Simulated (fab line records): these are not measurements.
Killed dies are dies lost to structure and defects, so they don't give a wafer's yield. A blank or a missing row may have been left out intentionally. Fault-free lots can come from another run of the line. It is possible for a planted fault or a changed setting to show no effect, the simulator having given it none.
Which of the tools did it? | flow sky130 | 11 lots, 33 wafers sampled, at 7 steps of a route of 708

## WHAT THE GAUGES READ, wafer by wafer
SKY_LDD_HVP_OVL_MEAS_07. Usual: LDD_HVP_OVL 0.7 nm, standard deviation 1.4.
lot  | measured     | on         | LDD_HVP_OVL (nm) | flag
L707 | day 22 16:11 | overlay-02 | 0.7 1.1 1.5      | 
L709 | day 23 02:06 | overlay-02 | 1.2 3.5 -0.2     | 
L711 | day 24 05:16 | overlay-02 | 0.7 0.0 0.9      | 
L712 | day 24 16:06 | overlay-02 | 0.5 -1.4 0.3     | 
L714 | day 25 01:19 | overlay-02 | 0.1 -0.8 -0.4    | 
L719 | day 26 21:11 | overlay-02 | -1.2 0.1 -0.5    | 
L720 | day 27 10:33 | overlay-02 | -1.1 -0.9 -1.3   | 
L721 | day 27 17:13 | overlay-02 | -0.2 0.5 0.6     | 
L726 | day 29 07:56 | overlay-02 | 0.6 -1.0 -0.3    | 
L727 | day 29 22:35 | overlay-02 | 1.7 3.8 1.8      | 
L728 | day 30 07:30 | overlay-01 | 0.3 -1.0 0.0     | 

SKY_POLY_CUT_CD_MEAS_08: target cd 270 nm. Usual: cdNm at 269.8 nm, with a standard deviation of 1.2.
lot  | measured     | on       | cdNm (nm)         | flag
L707 | day 25 07:17 | cdSem-01 | 267.8 268.9 269.2 | 
L709 | day 25 17:41 | cdSem-01 | 268.1 268.7 267.9 | 
L711 | day 26 19:15 | cdSem-02 | 268.2 269.0 268.5 | 
L712 | day 27 07:50 | cdSem-02 | 269.4 269.6 271.6 | 
L714 | day 27 15:58 | cdSem-01 | 270.7 269.7 270.6 | 
L719 | day 29 08:53 | cdSem-02 | 269.7 271.2 270.9 | 
L720 | day 29 23:29 | cdSem-01 | 269.2 270.5 270.5 | 
L721 | day 30 04:23 | cdSem-02 | 267.8 269.3 269.1 | 
L726 | day 31 18:05 | cdSem-01 | 269.0 269.8 271.7 | 
L727 | day 32 09:05 | cdSem-01 | 268.9 269.8 269.5 | 
L728 | day 32 16:56 | cdSem-01 | 269.4 269.0 268.9 | 

SKY_SD_P_OVL_MEAS_08. Usual: SD_P_OVL -1.4 nm, standard deviation 1.4.
lot  | measured     | on         | SD_P_OVL (nm)  | flag
L707 | day 26 13:00 | overlay-01 | -1.8 -0.9 -0.5 | 
L709 | day 26 23:10 | overlay-02 | -3.4 -2.5 -4.4 | 
L711 | day 28 00:19 | overlay-01 | 1.0 -0.6 0.1   | 
L712 | day 28 13:04 | overlay-02 | -1.7 -2.4 0.0  | 
L714 | day 28 19:57 | overlay-01 | 0.8 -0.3 0.5   | 
L719 | day 30 13:00 | overlay-02 | -1.2 -0.7 0.9  | 
L720 | day 31 03:55 | overlay-02 | 0.2 0.4 -2.0   | 
L721 | day 31 10:58 | overlay-01 | -2.1 -2.0 -1.1 | 
L726 | day 32 21:34 | overlay-01 | -1.4 -3.8 -2.7 | 
L727 | day 33 12:00 | overlay-02 | -4.7 -2.5 -3.3 | 
L728 | day 33 20:01 | overlay-01 | -1.3 -3.3 -0.7 | 

SKY_SD_N_TW_MEAS_12. Usual: SD_N_TW 3966, standard deviation 25.
lot  | measured     | on           | SD_N_TW        | flag
L707 | day 28 23:11 | filmMetro-02 | 3954 3946 3969 | 
L709 | day 29 08:56 | filmMetro-01 | 3996 3991 3992 | 
L711 | day 30 09:58 | filmMetro-03 | 3960 3969 3967 | 
L712 | day 30 21:35 | filmMetro-03 | 3978 3984 3950 | 
L714 | day 31 04:28 | filmMetro-02 | 3936 3936 3923 | 
L719 | day 32 19:28 | filmMetro-01 | 3988 3993 3993 | 
L720 | day 33 10:22 | filmMetro-03 | 3984 3979 3957 | 
L721 | day 33 17:40 | filmMetro-02 | 3928 3913 3923 | 
L726 | day 35 02:42 | filmMetro-01 | 3804 3826 3809 | OFF
L727 | day 35 16:55 | filmMetro-03 | 3966 3973 3984 | 
L728 | day 36 00:50 | filmMetro-02 | 3793 3780 3809 | OFF

SKY_SD_N_RS_MEAS_16: the measuring method here is four-point-probe. Usual: SD_N_RS 68.47 ohm/sq, standard deviation 0.1.
lot  | measured     | on           | SD_N_RS (ohm/sq)  | flag
L707 | day 28 23:28 | filmMetro-01 | 68.46 68.59 68.73 | 
L709 | day 29 09:13 | filmMetro-02 | 68.49 68.28 68.56 | 
L711 | day 30 10:16 | filmMetro-02 | 68.25 68.43 68.43 | 
L712 | day 30 21:52 | filmMetro-02 | 68.55 68.41 68.45 | 
L714 | day 31 04:45 | filmMetro-01 | 68.47 68.50 68.49 | 
L719 | day 32 19:44 | filmMetro-03 | 68.54 68.58 68.66 | 
L720 | day 33 10:43 | filmMetro-01 | 68.61 68.50 68.39 | 
L721 | day 33 17:58 | filmMetro-01 | 68.61 68.46 68.57 | 
L726 | day 35 02:59 | filmMetro-02 | 74.34 74.28 74.32 | OFF
L727 | day 35 17:12 | filmMetro-02 | 68.39 68.43 68.53 | 
L728 | day 36 01:08 | filmMetro-01 | 74.19 74.30 74.38 | OFF

## WHICH TOOL RAN EACH LOT (tool, then ch and the chambers of the sampled wafers, then the start)
lot  | SKY_SD_N_IMPLANT_09             | SKY_SD_N_STRIP_11
L707 | implanter-04 ch 0, day 28 22:47 | plasmaAsher-04 ch 0,1, day 28 23:05
L709 | implanter-02 ch 0, day 29 08:32 | plasmaAsher-03 ch 0,1, day 29 08:50
L711 | implanter-01 ch 0, day 30 09:35 | plasmaAsher-03 ch 0,1, day 30 09:52
L712 | implanter-01 ch 0, day 30 21:11 | plasmaAsher-04 ch 0,1, day 30 21:29
L714 | implanter-04 ch 0, day 31 04:04 | plasmaAsher-04 ch 1, day 31 04:21
L719 | implanter-01 ch 0, day 32 19:04 | plasmaAsher-02 ch 0,1, day 32 19:22
L720 | implanter-04 ch 0, day 33 09:59 | plasmaAsher-03 ch 0,1, day 33 10:16
L721 | implanter-01 ch 0, day 33 17:17 | plasmaAsher-02 ch 0,1, day 33 17:34
L726 | implanter-04 ch 0, day 35 02:18 | plasmaAsher-03 ch 0,1, day 35 02:36
L727 | implanter-01 ch 0, day 35 16:31 | plasmaAsher-02 ch 0,1, day 35 16:49
L728 | implanter-04 ch 0, day 36 00:28 | plasmaAsher-02 ch 0,1, day 36 00:44
- SKY_SD_N_IMPLANT_09
- SKY_SD_N_STRIP_11: strips in O2/N2.

## AS READ BY THE TOOLS THEMSELVES (means over the sampled wafers that have a number; for cases with no such wafer, the mark the record gives instead)
SKY_SD_N_IMPLANT_09. Usual: beamEnergyKeV at 50.000, with a standard deviation of 0.017.
lot  | tool         | beamEnergyKeV | flag
L707 | implanter-04 | 50.017        | 
L709 | implanter-02 | 49.981        | 
L711 | implanter-01 | 49.997        | 
L712 | implanter-01 | 50.011        | 
L714 | implanter-04 | 50.032        | 
L719 | implanter-01 | 49.984        | 
L720 | implanter-04 | 50.015        | 
L721 | implanter-01 | 49.989        | 
L726 | implanter-04 | 42.464        | OFF
L727 | implanter-01 | 50.004        | 
L728 | implanter-04 | 42.489        | OFF

SKY_SD_N_STRIP_11. Usual: drypumpMotorCurrentA 6.13 A, standard deviation 0.19; oesProductAu 0.528 a.u., standard deviation 0.0046; stripTimeToEndpointS 22.56 s, standard deviation 0.043.
lot  | tool           | drypumpMotorCurrentA (A) | oesProductAu (a.u.) | stripTimeToEndpointS (s) | flag
L707 | plasmaAsher-04 | 6.14                     | 0.529               | 22.53                    | 
L709 | plasmaAsher-03 | 5.86                     | 0.526               | 22.49                    | 
L711 | plasmaAsher-03 | 6.04                     | 0.526               | 22.55                    | 
L712 | plasmaAsher-04 | 6.19                     | 0.528               | 22.56                    | 
L714 | plasmaAsher-04 | 6.10                     | 0.530               | 22.55                    | 
L719 | plasmaAsher-02 | 6.14                     | 0.526               | 22.55                    | 
L720 | plasmaAsher-03 | 6.03                     | 0.529               | 22.48                    | 
L721 | plasmaAsher-02 | 6.27                     | 0.524               | 22.56                    | 
L726 | plasmaAsher-03 | 6.03                     | 0.544               | 21.43                    | OFF
L727 | plasmaAsher-02 | 6.26                     | 0.527               | 22.54                    | 
L728 | plasmaAsher-02 | 6.23                     | 0.549               | 21.40                    | OFF

## THE ANSWER, worked out from the rows above alone
Rule: lot off if the mean of its wafers having a number is beyond 3 standard deviations from the usual mean. Also off: a lot with no number at a reading for which 4 or more lots have one. The other lots that the step has rows for count as sound. The gauges are gone through in route order, then the tools' own readings, and for those a lot's mean is taken as printed above. At the first step where some lot is off, the reading lying furthest off is the one used; lots without a number count as furthest.
Off: L726, L728, at SKY_SD_N_TW_MEAS_12 (SD_N_TW).
A tool fits if, at a process step before that reading, it ran every lot that is off, and no sound lot after the first of them. The gauges at SKY_SD_N_TW_MEAS_12 aren't tried: what is off there is off at SKY_SD_N_IMPLANT_09 too, on other tools, and a gauge's error can't cause that. One candidate fits, namely implanter-04 at SKY_SD_N_IMPLANT_09. A fault onset in the window from L720 (day 33 09:59, its last sound lot) to L726 (day 35 02:18, its first lot off) fits.
On the lots that are off, the tool's own readings at SKY_SD_N_IMPLANT_09 differ by more than 5 times the standard deviation of the sound lots' means, which bears it out; beamEnergyKeV reads 42.477 there versus 50.003 on the sound lots.

## WHAT WAS PUT IN BY THE SIMULATOR
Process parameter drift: implanter-04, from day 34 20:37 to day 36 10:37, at SKY_SD_N_IMPLANT_09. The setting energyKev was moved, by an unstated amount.
Struck lots among those shown: L726, L728. The rule above reached the same finding.
